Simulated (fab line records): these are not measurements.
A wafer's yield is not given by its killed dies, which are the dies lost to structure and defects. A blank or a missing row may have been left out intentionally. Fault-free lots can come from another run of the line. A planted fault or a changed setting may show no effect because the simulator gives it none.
fab line records	flow sky130
[record] lots = 6	wafers = 18	last_day = 49
route steps=708 shown PWDE@46 NWELL@56 PAD_OPEN@708
lots with no fault: from the same line, run without faults
start_h: hours from the record's opening day to when the first of the lot's shown wafers began	wait_h: hours elapsed since this lot's preceding step	" as in the row above	L1.1+2: one row covering several wafers at once	- no value present, or no start provided	* or withheld: withheld	< > ~ a bound
route shown NAME@n: a module of which the file shows steps, and the number in the route of the first	usual: mean/standard deviation taken from wafers without a fault	same: alike in all rows	chamber/n: place in a boat	sites: the reading at each site	_std_site: the values' standard deviation	_edge_site: the outer-site mean with the inner-site mean subtracted	radius_mm: how far each site lies from the wafer's centre	mask NAME#n: copy n	behind: the most recent tool/chamber to have shaped the wafer	hold: the reason the lot was held/the length of the hold in hours/how it ended	device: transistor that didn't switch, given as n, p or np	end of line: the tests these same wafers got at the end of their route	where a step has no rows: the recipe by itself	killed: at the first sort, the dies lost to defects and structure; wafer yield is something else	map: per-die view of a wafer (x killed, . not killed, _ where there is no die)
set.NAME: the setting as run; set.NAME@STEP: as run at that earlier step	model.NAME: the simulator's own value behind a step, which no gauge read
lots at selected steps of the route; one table per step, one row per wafer
services: a tool's chamber out of use, with start hour (start_h, from the record's first day; less than 0 if before it), hours out, and reason
[[steps]]
[step SKY_PWDE_HMDS_01]
[recipe] prime_time_s = 60	prime_temp_c = 120
[step SKY_PWDE_COAT_02]
[recipe] spin_rpm = 2000	resist_thk_nm = 3000
[step SKY_PWDE_SOFTBAKE_03]
[recipe] temp_c = 110	time_s = withheld
[step SKY_PWDE_EXPOSE_04]
[recipe] mask_id = PWDEM	na = 0.6	source_shape = conventional	sigma_outer = 0.6	polarization = unpolarized	target_cd_nm = 840	dose_mj = 214
[step SKY_PWDE_PEB_05]
[recipe] temp_c = 115	time_s = withheld
[step SKY_PWDE_DEVELOP_06]
[recipe] wall_angle_deg = 90	developer = TMAH	develop_time_s = 60	dev_temp_c = 23
[step SKY_PWDE_OVL_MEAS_07]
[usual] PWDE_OVL = 1.5/1.5
lot.wafer	tool	chamber	start_h	wait_h	PWDE_OVL[nm]
L104.3	overlay-02	-	68.56	-	-0.8
L104.5	"	-	"	"	-0.3
L104.6	"	-	"	"	1.1
L109.2	overlay-02	-	115.94	-	2.1
L109.3	"	-	"	"	2.5
L109.5	"	-	"	"	2.2
L111.2	overlay-01	-	116.45	-	-0.8
L111.3	"	-	"	"	0.7
L111.6	"	-	"	"	0.4
L113.3	overlay-01	-	134.95	-	0.0
L113.5	"	-	"	"	0.6
L113.6	"	-	"	"	2.3
L115.1	overlay-01	-	154.68	-	0.8
L115.2	"	-	"	"	3.5
L115.6	"	-	"	"	2.7
L120.1	overlay-01	-	168.11	-	0.9
L120.2	"	-	"	"	0.6
L120.6	"	-	"	"	-1.5
[step SKY_PWDE_IMPLANT_08]
[recipe] species = B	energy_kev = 150	dose_cm2 = 3.6e+12	tilt_deg = withheld
[step SKY_PWDE_STRIP_09]
[recipe] chemistry = O2/N2	power_w = 1400	pressure_mtorr = 1500	platen_temp_c = withheld	o2_flow_sccm = 3000	n2_flow_sccm = 300	overash_fraction = 0.5
[usual] drypump_motor_current_A = 5.6/0.44	oes_product_au = 0.723/0.0045	strip_time_to_endpoint_s = 36.96/0.11
lot.wafer	tool	chamber	start_h	wait_h	drypump_motor_current_A	oes_product_au	rf_hours_counter_h	strip_time_to_endpoint_s
L104.3	plasma_asher-04	0	68.76	0.1	5.7	0.719	-	37.06
L104.5	"	0	"	"	5.7	0.723	-	37.10
L104.6	"	1	"	"	5.2	0.721	-	36.90
L109.2	plasma_asher-02	0	116.12	0.1	6.1	0.723	30	36.84
L109.3	"	0	"	"	6.1	0.724	-	36.80
L109.5	"	0	"	"	6.1	0.716	-	36.93
L111.2	plasma_asher-02	1	116.63	0.1	5.2	0.720	30	37.05
L111.3	"	0	"	"	6.1	0.726	-	36.96
L111.6	"	1	"	"	5.2	0.723	-	36.94
L113.3	plasma_asher-04	0	135.15	0.1	5.8	0.727	-	36.98
L113.5	"	1	"	"	5.2	0.722	-	36.95
L113.6	"	0	"	"	5.8	0.732	-	36.89
L115.1	plasma_asher-02	0	154.87	0.1	6.1	0.716	34	36.95
L115.2	"	1	"	"	5.2	0.719	34	37.12
L115.6	"	0	"	"	6.1	0.720	-	37.05
L120.1	plasma_asher-03	1	168.30	0.1	6.3	0.718	46	36.94
L120.2	"	0	"	"	5.2	0.731	46	36.94
L120.6	"	0	"	"	5.3	0.728	-	36.94
[step SKY_PWDE_TW_MEAS_10]
[usual] PWDE_TW = 373.0/2.6
lot.wafer	tool	chamber	start_h	wait_h	PWDE_TW
L104.3	film_metro-04	-	68.85	0.1	373.2
L104.5	"	-	"	"	376.3
L104.6	"	-	"	"	375.7
L109.2	film_metro-02	-	116.28	0.1	377.4
L109.3	"	-	"	"	376.5
L109.5	"	-	"	"	378.7
L111.2	film_metro-02	-	116.74	0.1	375.6
L111.3	"	-	"	"	376.7
L111.6	"	-	"	"	375.3
L113.3	film_metro-04	-	135.24	0.1	371.8
L113.5	"	-	"	"	372.6
L113.6	"	-	"	"	373.9
L115.1	film_metro-02	-	154.97	0.1	373.6
L115.2	"	-	"	"	374.9
L115.6	"	-	"	"	373.7
L120.1	film_metro-04	-	168.40	0.1	371.2
L120.2	"	-	"	"	372.3
L120.6	"	-	"	"	372.4
[step SKY_NWELL_DEHYDRATE_03]
[recipe] temp_c = 200	time_s = 60
[step SKY_NWELL_HMDS_04]
[recipe] prime_time_s = 60	prime_temp_c = 120
[step SKY_NWELL_COAT_05]
[recipe] spin_rpm = 2000	resist_thk_nm = 3000
[usual] spin_speed_rpm = 1999.8/1.4
lot.wafer	tool	chamber	start_h	wait_h	spin_speed_rpm	model.coat_of_NWELL_COAT_05.thk_nm
L104.3	litho_track-02	0	75.72	0.1	1998.6	2999
L104.5	"	0	"	"	2000.3	2994
L104.6	"	0	"	"	1998.6	2995
L109.2	litho_track-02	0	124.25	0.1	2000.1	2993
L109.3	"	0	"	"	2001.5	3003
L109.5	"	0	"	"	2001.0	2995
L111.2	litho_track-01	0	125.01	0.1	1999.5	3005
L111.3	"	0	"	"	1996.7	3008
L111.6	"	0	"	"	1999.8	3008
L113.3	litho_track-01	0	143.83	0.1	1997.3	1803
L113.5	"	0	"	"	2002.2	1807
L113.6	"	0	"	"	2001.8	1801
L115.1	litho_track-02	0	164.77	0.1	1998.8	2995
L115.2	"	0	"	"	1998.4	2999
L115.6	"	0	"	"	1999.5	2996
L120.1	litho_track-01	0	178.43	0.1	1999.0	1794
L120.2	"	0	"	"	1998.1	1797
L120.6	"	0	"	"	2000.6	1797
[step SKY_NWELL_SOFTBAKE_06]
[recipe] temp_c = 110	time_s = withheld
[step SKY_NWELL_EXPOSE_07]
[recipe] mask_id = NWM	na = 0.6	source_shape = conventional	sigma_outer = 0.6	polarization = unpolarized	target_cd_nm = 840	dose_mj = 249.5
[step SKY_NWELL_PEB_08]
[recipe] temp_c = 115	time_s = withheld
[step SKY_NWELL_DEVELOP_09]
[recipe] wall_angle_deg = 90	developer = TMAH	develop_time_s = 60	dev_temp_c = 23
lot.wafer	tool	chamber	start_h	wait_h	model.coat_of_NWELL_COAT_05.thk_nm
L104.3	litho_track-01	0	-	-	2995
L104.5+6	"	0	"	"	2990
L109.2	litho_track-02	0	-	-	2988
L109.3	"	0	"	"	2999
L109.5	"	0	"	"	2990
L111.2	litho_track-01	0	-	-	3000
L111.3+6	"	0	"	"	3004
L113.3	litho_track-04	0	-	-	1798
L113.5	"	0	"	"	1802
L113.6	"	0	"	"	1797
L115.1	litho_track-01	0	-	-	2990
L115.2	"	0	"	"	2995
L115.6	"	0	"	"	2992
L120.1	litho_track-04	0	-	-	1789
L120.2	"	0	"	"	1793
L120.6	"	0	"	"	1792
[step SKY_NWELL_OVL_MEAS_10]
[usual] NWELL_00_OVL = -0.5/1.5
lot.wafer	tool	chamber	start_h	wait_h	NWELL_00_OVL[nm]
L104.3	overlay-02	-	83.70	-	-0.8
L104.5	"	-	"	"	-1.5
L104.6	"	-	"	"	-1.2
L109.2	overlay-01	-	133.88	-	-0.2
L109.3	"	-	"	"	0.5
L109.5	"	-	"	"	0.6
L111.2	overlay-01	-	134.59	-	0.2
L111.3	"	-	"	"	0.4
L111.6	"	-	"	"	1.4
L113.3	overlay-01	-	154.46	-	1.2
L113.5	"	-	"	"	-0.9
L113.6	"	-	"	"	-0.5
L115.1	overlay-01	-	175.68	-	-3.4
L115.2	"	-	"	"	-1.6
L115.6	"	-	"	"	-3.2
L120.1	overlay-02	-	189.59	-	0.3
L120.2	"	-	"	"	-0.7
L120.6	"	-	"	"	-0.3
[step SKY_NWELL_IMPLANT_11]
[recipe] species = P	energy_kev = 400	dose_cm2 = 1.9e+13	tilt_deg = withheld
[step SKY_NWELL_IMPLANT_12]
[recipe] species = P	energy_kev = 120	dose_cm2 = 1.3e+12	tilt_deg = withheld
[step SKY_NWELL_IMPLANT_13]
[recipe] species = P	energy_kev = 50	dose_cm2 = 7e+11	tilt_deg = withheld
[step SKY_NWELL_STRIP_14]
[recipe] chemistry = O2/N2	power_w = 1400	pressure_mtorr = 1500	platen_temp_c = withheld	o2_flow_sccm = 3000	n2_flow_sccm = 300	overash_fraction = 0.5
[usual] drypump_motor_current_A = 5.5/0.43	oes_product_au = 0.723/0.0046	strip_time_to_endpoint_s = 36.98/0.11
lot.wafer	tool	chamber	start_h	wait_h	drypump_motor_current_A	oes_product_au	rf_hours_counter_h	strip_time_to_endpoint_s
L104.3	plasma_asher-04	0	84.20	0.1	5.8	0.723	-	36.92
L104.5	"	1	"	"	5.2	0.722	-	36.84
L104.6	"	0	"	"	5.8	0.722	-	36.84
L109.2	plasma_asher-04	1	134.36	0.1	5.2	0.735	44	36.82
L109.3	"	0	"	"	5.8	0.726	-	36.95
L109.5	"	0	"	"	5.8	0.724	-	36.84
L111.2	plasma_asher-01	1	135.07	0.1	5.7	0.717	2	36.99
L111.3	"	1	"	"	5.7	0.722	-	37.02
L111.6	"	1	"	"	5.7	0.723	-	37.00
L113.3	plasma_asher-04	0	154.99	0.1	5.8	0.712	-	23.03
L113.5	"	1	"	"	5.2	0.714	-	23.10
L113.6	"	0	"	"	5.8	0.716	-	23.02
L115.1	plasma_asher-01	1	176.17	0.1	5.7	0.722	6	36.84
L115.2	"	0	"	"	4.9	0.722	6	36.91
L115.6	"	1	"	"	5.7	0.722	-	36.86
L120.1	plasma_asher-03	1	190.08	0.1	6.2	0.715	48	22.93
L120.2	"	0	"	"	5.3	0.723	48	22.97
L120.6	"	1	"	"	6.2	0.710	-	22.96
[step SKY_NWELL_TW_MEAS_15]
[usual] NWELL_TW = 1815/11
lot.wafer	tool	chamber	start_h	wait_h	NWELL_TW
L104.3	film_metro-04	-	84.29	0.1	1811
L104.5	"	-	"	"	1807
L104.6	"	-	"	"	1808
L109.2	film_metro-01	-	134.47	0.1	1802
L109.3	"	-	"	"	1824
L109.5	"	-	"	"	1802
L111.2	film_metro-02	-	135.18	0.1	1810
L111.3	"	-	"	"	1821
L111.6	"	-	"	"	1828
L113.3	film_metro-02	-	155.08	0.1	1822
L113.5	"	-	"	"	1830
L113.6	"	-	"	"	1821
L115.1	film_metro-01	-	176.27	0.1	1813
L115.2	"	-	"	"	1816
L115.6	"	-	"	"	1811
L120.1	film_metro-02	-	190.18	0.1	1820
L120.2	"	-	"	"	1807
L120.6	"	-	"	"	1821
[step SKY_PAD_OPEN_PROBE_99]
lot.wafer	tool	chamber	start_h	wait_h	model.etest.pfet_16v.r_on_ohm_um	model.etest.nfet_16v.r_on_ohm_um	model.etest.res_nwell.line_ohm_um	model.etest.res_nwell.width_nm	model.etest.res_iso_pwell.width_nm	model.etest.pfet_16v.drive_ua_um	model.etest.iso_nwell_nwell.leak_log10_a_um
L104.3	prober-01	-	1085.71	0.2	1.557e+04	1.379e+04	1277	835.2	2642	239.3	-13.88
L104.5	prober-01	-	1085.81	0.2	1.545e+04	1.372e+04	1243	828.7	2649	241.3	-13.92
L104.6	prober-01	-	1085.86	0.2	1.542e+04	1.371e+04	1257	831.9	2653	239.1	-14.01
L109.2	prober-01	-	1128.31	0.1	1.57e+04	1.447e+04	1124	840.2	2652	241.2	-13.32
L109.3	prober-01	-	1128.36	0.2	1.54e+04	1.453e+04	1099	846.4	2651	243	-13.2
L109.5	prober-01	-	1128.46	0.2	1.561e+04	1.444e+04	1118	843.9	2624	240.5	-12.98
L111.2	prober-01	-	1129.53	0.1	1.522e+04	1.427e+04	1134	833.9	2646	244.6	-13.52
L111.3	prober-01	-	1129.58	0.2	1.521e+04	1.426e+04	1128	836.3	2645	244.7	-13.63
L111.6	prober-01	-	1129.73	0.2	1.522e+04	1.416e+04	1131	836	2651	246.9	-13.65
L113.3	prober-02	-	1154.75	0.2	1.593e+04	1.372e+04	1051	927.8	2590	231.7	-12.74
L113.5	prober-02	-	1154.85	0.2	1.611e+04	1.365e+04	1049	932.5	2598	231.2	-13.13
L113.6	prober-02	-	1154.90	0.2	1.586e+04	1.363e+04	1044	927.4	2585	232.2	-13.04
L115.1	prober-01	-	1171.59	0.1	1.537e+04	1.415e+04	1118	839.1	2644	245.8	-13.62
L115.2	prober-01	-	1171.64	0.1	1.498e+04	1.423e+04	1117	833.9	2646	246.8	-13.53
L115.6	prober-01	-	1171.84	0.2	1.516e+04	1.416e+04	1122	833	2648	243.3	-13.29
L120.1	prober-02	-	1182.67	0.1	1.598e+04	1.396e+04	998.9	932.2	2585	230.4	-12.01
L120.2	prober-02	-	1182.72	0.1	1.593e+04	1.396e+04	984.4	940.9	2583	234.2	-11.76
L120.6	prober-02	-	1182.92	0.2	1.588e+04	1.388e+04	994.3	933.4	2569	234	-12.2
// killed by level:class
L104.3 CONTACT:geometric_particle:open=12 VIA3:geometric_particle:open=7 METAL2:geometric_particle:short=6 CONTACT:geometric_particle:short=5 VIA1:geometric_particle:open=5 FIELD_ISO:geometric_particle:short=4 LI_CONTACT:geometric_particle:open=4 POLY_GATE:geometric_particle:open=3
L104.5 CONTACT:geometric_particle:open=10 VIA2:geometric_particle:open=9 VIA3:geometric_particle:open=9 LI_CONTACT:geometric_particle:open=8 VIA1:geometric_particle:open=5 LOCAL_INTERCONNECT:geometric_particle:short=5 VIA1:geometric_particle:short=4 VIA3:geometric_particle:short=4
L104.6 VIA1:geometric_particle:open=10 POLY_GATE:geometric_particle:open=8 VIA2:geometric_particle:open=8 VIA1:geometric_particle:short=7 VIA3:geometric_particle:open=7 POLY_GATE:geometric_particle:short=6 LOCAL_INTERCONNECT:geometric_particle:short=5 FIELD_ISO:geometric_particle:open=4
L109.2 CONTACT:geometric_particle:open=8 POLY_GATE:geometric_particle:open=6 METAL2:geometric_particle:short=6 LI_CONTACT:geometric_particle:open=5 VIA1:geometric_particle:short=5 VIA2:geometric_particle:open=5 METAL1:geometric_particle:short=4 VIA3:geometric_particle:open=4
L109.3 VIA1:geometric_particle:open=13 CONTACT:geometric_particle:short=8 VIA3:geometric_particle:open=8 VIA1:geometric_particle:short=7 CONTACT:geometric_particle:open=6 LI_CONTACT:geometric_particle:open=5 POLY_GATE:geometric_particle:open=4 VIA3:geometric_particle:short=4
L109.5 POLY_GATE:geometric_particle:short=9 CONTACT:geometric_particle:open=9 VIA1:geometric_particle:open=9 POLY_GATE:geometric_particle:open=7 LOCAL_INTERCONNECT:geometric_particle:short=5 CONTACT:geometric_particle:short=5 VIA3:geometric_particle:short=5 METAL1:geometric_particle:short=5
L111.2 VIA1:geometric_particle:open=14 METAL1:geometric_particle:short=10 VIA3:geometric_particle:open=10 VIA2:geometric_particle:open=9 CONTACT:geometric_particle:open=8 LI_CONTACT:geometric_particle:open=7 FIELD_ISO:geometric_particle:short=4 FIELD_ISO:geometric_particle:open=3
L111.3 VIA1:geometric_particle:open=14 CONTACT:geometric_particle:open=9 CONTACT:geometric_particle:short=8 METAL1:geometric_particle:short=7 LI_CONTACT:geometric_particle:open=6 VIA1:geometric_particle:short=5 POLY_GATE:geometric_particle:open=4 LOCAL_INTERCONNECT:geometric_particle:short=4
L111.6 VIA1:geometric_particle:short=9 CONTACT:geometric_particle:open=9 VIA2:geometric_particle:open=9 METAL1:geometric_particle:short=8 LI_CONTACT:geometric_particle:open=7 VIA1:geometric_particle:open=7 VIA3:geometric_particle:open=7 METAL2:geometric_particle:short=6
L115.1 VIA1:geometric_particle:open=12 CONTACT:geometric_particle:open=11 VIA3:geometric_particle:open=9 LI_CONTACT:geometric_particle:open=8 CONTACT:geometric_particle:short=5 METAL2:geometric_particle:short=5 VIA2:geometric_particle:open=4 METAL1:geometric_particle:short=4
L115.2 VIA2:geometric_particle:open=10 VIA1:geometric_particle:open=8 VIA3:geometric_particle:open=8 METAL2:geometric_particle:short=7 FIELD_ISO:geometric_particle:short=6 CONTACT:geometric_particle:open=6 LOCAL_INTERCONNECT:geometric_particle:short=5 CONTACT:geometric_particle:short=4
L115.6 CONTACT:geometric_particle:open=9 VIA1:geometric_particle:open=9 CONTACT:geometric_particle:short=8 VIA2:geometric_particle:open=8 VIA3:geometric_particle:open=7 LI_CONTACT:geometric_particle:open=6 METAL2:geometric_particle:short=5 FIELD_ISO:geometric_particle:open=4
L120.1 VIA1:geometric_particle:open=16 CONTACT:geometric_particle:open=9 VIA2:geometric_particle:open=7 METAL1:geometric_particle:short=7 METAL2:geometric_particle:short=6 CONTACT:geometric_particle:short=5 LOCAL_INTERCONNECT:geometric_particle:short=5 POLY_GATE:geometric_particle:short=4
L120.2 VIA2:geometric_particle:open=10 VIA3:geometric_particle:open=10 CONTACT:geometric_particle:open=9 FIELD_ISO:geometric_particle:open=7 POLY_GATE:geometric_particle:open=7 METAL2:geometric_particle:short=6 LI_CONTACT:geometric_particle:open=6 VIA1:geometric_particle:open=6
L120.6 LI_CONTACT:geometric_particle:open=10 VIA3:geometric_particle:open=9 CONTACT:geometric_particle:open=7 CONTACT:geometric_particle:short=6 VIA2:geometric_particle:short=5 VIA1:geometric_particle:short=5 METAL1:geometric_particle:short=4 VIA1:geometric_particle:open=4
[[services]]
tool	chamber	start_h	hours	kind
plasma_asher-04	-	49.02	0.7	repair
plasma_asher-03	-	77.61	0.5	repair
plasma_asher-02	-	85.59	2.8	pm
plasma_asher-01	-	108.75	9.0	pm
plasma_asher-01	0	108.75	9.0	vent_cycle
plasma_asher-01	1	108.75	9.0	vent_cycle
plasma_asher-01	0	117.75	-	clean
plasma_asher-01	1	117.75	-	clean
[[key]]
[first_sign] step = SKY_NWELL_STRIP_14	reading = strip_time_to_endpoint_s	direction = down	sigmas = 99+	usual = *	struck = *
effect none on later readings
[model_effect] step = SKY_NWELL_COAT_05	value = coat_of_NWELL_COAT_05.thk_nm	without = 3018	struck = 1800
[model_effect] step = SKY_NWELL_DEVELOP_09	value = coat_of_NWELL_COAT_05.thk_nm	without = 3013	struck = 1795
[model_effect] step = SKY_PAD_OPEN_PROBE_99	value = etest.pfet_16v.r_on_ohm_um	without = 1.535e+04	struck = 1.595e+04
met_at SKY_NWELL_COAT_05
struck_wafers L113.3,L113.5,L113.6,L120.1,L120.2,L120.6
sort_left_out L113.3,L113.5,L113.6
tester_left_out L113,L120
onset_between 125.01 143.83
also_fits SKY_NWELL_DEVELOP_09:litho_track-04
[fault] kind = process_parameter_drift	tool = litho_track-01	chamber = -	onset_h = 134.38	steps = SKY_NWELL_COAT_05	channel = resist_thk_nm	offset = -1211	shape = step	end_h = 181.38	acts_in = these_recipes_only	stated = 3000
// tester_left_out: of these lots the tester's yield and bins aren't shown, on N5 and GAA mostly nor the transistor test; their killed dies are dies lost to structure and defects alone, not to doping, threshold or leakage, so they don't give the yield
// sort_left_out: the simulated sort isn't trusted on such a fault, so these wafers' sort isn't shown, and their yield isn't known
